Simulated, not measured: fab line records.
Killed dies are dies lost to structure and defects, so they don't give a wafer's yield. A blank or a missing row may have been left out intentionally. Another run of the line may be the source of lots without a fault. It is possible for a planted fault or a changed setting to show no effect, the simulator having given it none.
Which of the tools did it? ; flow sky130 ; 33 wafers from 11 lots sampled at 3 of the route's 708 steps

== WHAT THE GAUGES SHOWED, per wafer ==
SKY_CAPM_THK_MEAS_01.
lot;measured;on;CAPM_CVD_00_THK (nm)
L240;day 36 02:51;film-metro-01;15.58 15.41 15.53
L244;day 37 18:37;film-metro-01;15.49 15.12 15.69
L248;day 39 00:53;film-metro-02;15.05 15.45 15.44
L249;day 39 11:40;film-metro-01;15.43 15.52 15.50
L250;day 39 19:41;film-metro-02;15.40 15.39 15.28
L251;day 39 23:08;film-metro-01;15.53 15.56 15.80
L252;day 40 06:14;film-metro-01;15.09 15.56 15.82
L255;day 41 01:19;film-metro-04;15.62 15.56 15.90
L258;day 41 14:19;film-metro-02;15.68 15.79 15.94
L260;day 42 22:43;film-metro-02;15.33 15.21 15.32
L261;day 43 12:37;film-metro-04;15.43 15.62 15.66

== EACH LOT AND THE TOOL THAT RAN IT (in order: tool; ch and the chambers of the sampled wafers; start) ==
lot;SKY_METAL3_SPUTTER_00;SKY_CAPM_CVD_00
L240;pvd-sputter-02, day 36 02:40;pecvd-02 ch 0,2, day 36 02:49
L244;pvd-sputter-02, day 37 18:25;pecvd-01 ch 0,1,2, day 37 18:35
L248;pvd-sputter-04, day 39 00:43;pecvd-01 ch 0,1,2, day 39 00:52
L249;pvd-sputter-03, day 39 11:28;pecvd-02 ch 0,1,2, day 39 11:37
L250;pvd-sputter-02, day 39 19:31;pecvd-03 ch 0,1,2, day 39 19:40
L251;pvd-sputter-02, day 39 22:57;pecvd-03 ch 1,2, day 39 23:06
L252;pvd-sputter-02, day 40 06:02;pecvd-01 ch 1,2, day 40 06:12
L255;pvd-sputter-04, day 41 01:07;pecvd-02 ch 0,1, day 41 01:16
L258;pvd-sputter-03, day 41 14:07;pecvd-02 ch 0,2, day 41 14:17
L260;pvd-sputter-02, day 42 22:32;pecvd-02 ch 0,1,2, day 42 22:42
L261;pvd-sputter-03, day 43 12:26;pecvd-02 ch 0,2, day 43 12:35
- SKY_METAL3_SPUTTER_00: material Ti, target thk 15 nm, time 10 s.
- SKY_CAPM_CVD_00: deposits SiO2, target thk 15.5 nm.

== THE ANSWER, worked out from the rows above alone ==
Rule: the usual values come from the lots themselves. Put in order of their means at a reading, lots are off if they are a third of the lots or fewer, leave a main group of 4 or more, and stand apart from it by a gap of 3 or more times the standard deviation of the main group's means; of several such gaps the widest counts. Not used: any main group whose means are identical at the precision the tables above print for the reading. Also off: a lot with no number at a reading for which 4 or more lots have one. Where the step has rows for the other lots, those lots are counted as sound.
No lot is off on any of the readings shown, so nothing can be concluded from this.

== WHAT THE SIMULATOR PUT IN ==
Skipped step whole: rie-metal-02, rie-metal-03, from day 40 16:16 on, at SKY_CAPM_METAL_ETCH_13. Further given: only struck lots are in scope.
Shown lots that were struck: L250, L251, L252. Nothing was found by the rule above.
